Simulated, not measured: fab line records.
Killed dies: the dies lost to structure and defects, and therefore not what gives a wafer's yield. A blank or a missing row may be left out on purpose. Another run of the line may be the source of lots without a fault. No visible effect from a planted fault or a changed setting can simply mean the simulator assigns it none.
A lot that was struck, set against a sound lot / flow gf180mcu / 15 steps out of a route of 602
Sound: wafers L491.1, L491.2, L491.5. Wafers struck: L482.1, L482.2, L482.5. The cause is named last.
Each step with rows lists, per side, the tool, then ch with its chambers, then its first start. Under that, the readings that differ: sound wafers / struck wafers / difference of the means / sigmas: that difference in standard deviations of wafers without a fault.
alike: words and numbers the same on both sides, and readings whose means are apart by under 2 such deviations; not compared: readings that were withheld, readings missing a value for some wafer, numbers with overlapping values and no deviation given by the record, and bounds like >300 which may hide the same value.
The two part at a step that has a row with sigmas, a row that says differs or no value, or rows on one side only. Numbers that have no deviation but don't overlap get no sigmas and don't part them. A reading missing from all wafers of one side parts the sides only when that side holds two or more wafers.

first, 4 steps without rows for these wafers: GF_V3_SOFTBAKE_10 (time 60 s); GF_V3_EXPOSE_11 (exposes mask Via3, target cd 260 nm); GF_V3_PEB_12 (peb time 90 s); GF_V3_DEVELOP_13 (develop time 60 s).
GF_V3_CD_MEAS_14: target cd 260 nm.
  sound on cd sem-02 at day 27 08:11; struck on cd sem-02 at day 24 07:58
  alike: cd nm
GF_V3_OVL_MEAS_15:
  sound on overlay-02 at day 27 08:19; struck on overlay-02 at day 24 08:05
  alike: V3_OVL
GF_V3_ETCH_16: etches BARC in N2/H2.
  sound on rie diel-03 ch 0,2,3, day 27 08:20; struck on rie diel-01 ch 0,1, day 24 08:08
  alike: drypump motor current A, oes product au, rf fwd power W, throttle valve pct
GF_V3_ETCH_17: etches SiO2 in C4F8/O2/Ar, stops on TiN, target depth 635 nm.
  sound: rie diel-03 ch 0,2,3; struck: rie diel-01 ch 0,1
  alike: oes product au, rf fwd power W
GF_V3_STRIP_18: strips in O2/N2.
  sound on plasma asher-01 ch 0,1, day 27 08:28; struck on plasma asher-02 ch 0,1, day 24 08:16
  alike: drypump motor current A, heater power w, oes product au, platen temp c
  not compared: rf hours counter h
then, 2 steps without rows for these wafers: GF_V3_STRIP_19 (strips in post etch residue remover, time 1200 s); GF_V3_CLEAN_20 (cleans in DIW).
GF_V3_SPUTTER_21: material Ti, target thk 15 nm, time 80.02 s.
  sound on pvd sputter-03 at day 27 09:01; struck on pvd sputter-04 at day 24 08:47
  alike: chamber pressure pa, throttle valve pct
GF_V3_SPUTTER_22: material TiN, target thk 10 nm, time 40 s.
  sound on pvd sputter-03 at day 27 09:04; struck on pvd sputter-04 at day 24 08:51
reading=chamber pressure pa (Pa); sound=4.997 5.004 4.997; struck=4.789 4.808 4.789; difference=-0.204; sigmas=-20
reading=model.TiN_of_V3_SPUTTER_22.thk nm (nm); sound=9.947 9.99 10.12; struck=10.22 10.39 10.24; difference=+0.26; sigmas=
  alike: throttle valve pct
GF_V3_CVD_23: deposits W, target thk 350 nm, time 104.9 s.
  sound on cvd w-02 ch 0,1, day 27 09:07; struck on cvd w-02 ch 0,1, day 24 08:53
  alike: heater power w
GF_PASSIVATION_PROBE_99:
  the record holds rows for the sound wafers here (prober-01, day 33 04:17) but none for the struck ones

## WHERE THEY PART
Earliest at GF_V3_SPUTTER_22; latest, in this record, at GF_PASSIVATION_PROBE_99.

WHY: the cause the simulator had injected
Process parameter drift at GF_V3_SPUTTER_22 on pvd sputter-04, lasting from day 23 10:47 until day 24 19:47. Setting chamber pressure pa, moved by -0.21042, from 5. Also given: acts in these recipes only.
